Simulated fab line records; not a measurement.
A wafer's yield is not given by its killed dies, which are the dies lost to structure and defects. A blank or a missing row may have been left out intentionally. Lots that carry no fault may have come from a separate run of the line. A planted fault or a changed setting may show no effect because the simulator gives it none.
2 desks, one fault || flow sky130 || numbers are kept per desk, each desk with only its own; the story behind them comes last

== THE TOOL OWNER'S DESK: litho_track-02 ==
The tool's own readings at SKY_RES_PROTECT_DEHYDRATE_00 (time 60 s): means of the sampled wafers that have a number, for each lot that ran on this tool. If a lot's mean is further than 4 standard deviations from the usual mean, the lot is out of limits and carries the mark OUT (the distance appears in the brackets).
Columns: A = heater_power_total_W at SKY_RES_PROTECT_DEHYDRATE_00, usual 160.39 W; B = plate_temp_C at SKY_RES_PROTECT_DEHYDRATE_00, usual 200.00 C
{"lot": "L871", "first seen here": "day 14 17:25", "A": 160.28, "B": 199.91}
{"lot": "L875", "first seen here": "day 16 05:13", "A": 160.27, "B": 199.99}
{"lot": "L878", "first seen here": "day 17 11:48", "A": 160.39, "B": 199.83}
{"lot": "L882", "first seen here": "day 19 00:06", "A": "158.94 (-12) OUT", "B": "198.59 (-8.8) OUT"}
{"lot": "L883", "first seen here": "day 19 03:24", "A": "158.98 (-12) OUT", "B": "198.75 (-7.8) OUT"}
{"lot": "L891", "first seen here": "day 22 07:22", "A": 160.37, "B": 200.09}
{"lot": "L893", "first seen here": "day 22 10:10", "A": 160.36, "B": 200.11}
This desk finds L882, L883 out of limits, L882 being first, at day 19 00:06 (heater_power_total_W at SKY_RES_PROTECT_DEHYDRATE_00). In limits: L871, L875, L878, L891, L893.

== AT THE METROLOGY DESK ==
What the gauges read, lot by lot, whatever tool the lot ran on: means of the sampled wafers that have a number. If a lot's mean is further than 4 standard deviations from the usual mean, the lot is out of limits and carries the mark OUT (the distance appears in the brackets).
Columns: A = GATE_OXIDE_OVL at SKY_GATE_OXIDE_OVL_MEAS_10, usual -0.2 nm; B = POLY_GATE_OVL at SKY_POLY_GATE_OVL_MEAS_14, usual 1 nm; C = POLY_GATE_OXIDATION_THK at SKY_POLY_GATE_THK_MEAS_21, usual 4.04 nm
{"lot": "L871", "first seen here": "day 14 01:23", "A": 0.5, "B": 12, "C": 3.94}
{"lot": "L872", "first seen here": "day 14 05:40", "A": -2.2, "B": 7, "C": 4.01}
{"lot": "L873", "first seen here": "day 14 12:36", "A": -0.4, "B": -7, "C": 4.12}
{"lot": "L874", "first seen here": "day 15 00:50", "A": -0.9, "B": -3, "C": 4.11}
{"lot": "L875", "first seen here": "day 15 13:02", "A": 0.8, "B": 6, "C": 4.03}
{"lot": "L878", "first seen here": "day 16 18:25", "A": -0.4, "B": -4, "C": 3.93}
{"lot": "L879", "first seen here": "day 16 22:56", "A": 1.3, "B": 2, "C": 4.06}
{"lot": "L882", "first seen here": "day 18 04:05", "A": -1.0, "B": -0, "C": 4.11}
{"lot": "L883", "first seen here": "day 18 09:30", "A": 1.4, "B": -2, "C": 4.04}
{"lot": "L886", "first seen here": "day 19 12:38", "A": 2.1, "B": -2, "C": 4.10}
{"lot": "L890", "first seen here": "day 21 01:47", "A": -0.4, "B": -0, "C": 4.06}
{"lot": "L891", "first seen here": "day 21 14:07", "A": -0.6, "B": 6, "C": 4.14}
{"lot": "L892", "first seen here": "day 21 14:23", "A": -2.4, "B": -2, "C": 4.09}
{"lot": "L893", "first seen here": "day 21 14:25", "A": -1.1, "B": 0, "C": 3.95}
Result from this desk: across the 14 lots, nothing is out of limits.

== PUT TOGETHER ==
The tool owner's desk had the chance to raise an alarm at day 19 00:06 on L882, L883.
The metrology desk saw nothing out of limits.
The metrology desk has L882, L883 on record, within its limits.
On litho_track-02, each named lot ran SKY_RES_PROTECT_DEHYDRATE_00.

== WHAT WAS PUT IN BY THE SIMULATOR ==
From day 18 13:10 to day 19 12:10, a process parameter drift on litho_track-02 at SKY_RES_PROTECT_DEHYDRATE_00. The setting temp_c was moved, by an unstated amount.
Lots struck among those shown: L882, L883.
Each desk's first reading out of limits, in hours after the fault started: the tool owner's desk, 11.
